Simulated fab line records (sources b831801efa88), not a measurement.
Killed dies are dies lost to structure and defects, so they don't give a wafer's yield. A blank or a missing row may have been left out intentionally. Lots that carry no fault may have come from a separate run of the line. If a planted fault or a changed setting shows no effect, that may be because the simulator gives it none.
Struck lot and sound lot, side by side || flow sky130 || 15 out of 708 route steps
Sound: wafers L959.3, L959.4, L959.5. Struck: wafers L966.1, L966.3, L966.6. At the end, the cause is stated.
Order at every step that has rows: each side's tool, ch and its chambers, its first start. Under that, the readings that differ: sound wafers || struck wafers || difference of the means || sigmas: that difference in standard deviations of wafers without a fault.
alike: same words and numbers on both sides, and readings whose means sit less than 2 such deviations apart. not compared: any withheld reading, any reading some wafer has no value for, any bound like >300 that may hide the same value, and any number with overlapping values for which the record gives no deviation.
A row with sigmas, a row that says differs or no value, or rows on one side alone: a step with any of these is where the two part. Numbers that have no deviation but don't overlap get no sigmas and don't part them. A reading that every wafer of one side lacks parts them only if that side has two wafers or more.

first, 1 step without rows for these wafers: SKY_GATE_OXIDE_OXIDATION_01 (stabilise 600 s, purge 300 s, target thk 10.268 nm).
SKY_GATE_OXIDE_THK_MEAS_02:
  sound on film metro-02, day 13 04:56; struck on film metro-02, day 14 19:26
  alike: GATE_OXIDE_OXIDATION_00_THK
then, 7 steps without rows for these wafers: SKY_GATE_OXIDE_DEHYDRATE_03 (time 60 s); SKY_GATE_OXIDE_HMDS_04 (prime time 60 s); SKY_GATE_OXIDE_COAT_05 (resist thk 1140 nm); SKY_GATE_OXIDE_SOFTBAKE_06 (time 57.34 s); SKY_GATE_OXIDE_EXPOSE_07 (exposes mask LVOM, target cd 600 nm); SKY_GATE_OXIDE_PEB_08; SKY_GATE_OXIDE_DEVELOP_09 (develop time 60 s).
SKY_GATE_OXIDE_OVL_MEAS_10:
  sound on overlay-02, day 14 05:29; struck on overlay-01, day 15 22:28
{"reading": "GATE_OXIDE_OVL (nm)", "sound": "-0.2 -0.7 -0.5", "struck": "3.1 2.9 4.0", "difference": "+3.8", "sigmas": "+3"}
then, 2 steps without rows for these wafers: SKY_GATE_OXIDE_IMPLANT_11; SKY_GATE_OXIDE_WET_ETCH_12 (etches SiO2 in dHF, target depth 16.8 nm, time 336 s).
SKY_GATE_OXIDE_STRIP_13: strips in O2/N2.
  sound on plasma asher-04 ch 0,1, day 14 05:48; struck on plasma asher-02 ch 0,1, day 15 22:44
{"reading": "oes product au (a.u.)", "sound": "0.720 0.715 0.708", "struck": "0.869 0.917 0.903", "difference": "+0.182", "sigmas": "+46"}
{"reading": "strip time to endpoint s (s)", "sound": "14.15 14.09 14.10", "struck": "- - -", "difference": "no value on the struck wafers", "sigmas": ""}
{"reading": "model.NOVOLAK_of_GATE_OXIDE_COAT_05.thk nm (nm)", "sound": "0 0 0", "struck": "893.4 892.9 891.8", "difference": "+892.7", "sigmas": ""}
  alike: drypump motor current A
  not compared: rf hours counter h
SKY_GATE_OXIDE_TW_MEAS_14:
  sound on film metro-02, day 14 05:53; struck on film metro-01, day 15 22:50
{"reading": "GATE_OXIDE_TW", "sound": "225.8 226.2 224.0", "struck": "221.1 221.0 221.2", "difference": -4.2, "sigmas": -2}
-- the record jumps here: 32 days lie between the struck wafers' starts before and after (it left off in module GATE_OXIDE and takes up again in module PAD_OPEN, whose first step shown is number 708 of the route) --
SKY_PAD_OPEN_PROBE_99:
  sound on prober-02, day 45 20:55; struck on prober-01, day 47 15:19
{"reading": "killed at front end", "sound": "17 13 19", "struck": "425 439 415", "difference": "+410", "sigmas": "+95"}
{"reading": "killed dies", "sound": "99 99 80", "struck": "492 492 492", "difference": "+399", "sigmas": "+42"}
{"reading": "killed on rim", "sound": "14 21 14", "struck": "96 96 96", "difference": "+80", "sigmas": "+19"}
  alike: killed_at_M0_to_M3, killed_at_M4_up, killed at contacts, killed at other, killed open, killed short

WHERE THEY PART
First at SKY_GATE_OXIDE_OVL_MEAS_10; last, within this record, at SKY_PAD_OPEN_PROBE_99.

WHY: the cause the simulator had injected
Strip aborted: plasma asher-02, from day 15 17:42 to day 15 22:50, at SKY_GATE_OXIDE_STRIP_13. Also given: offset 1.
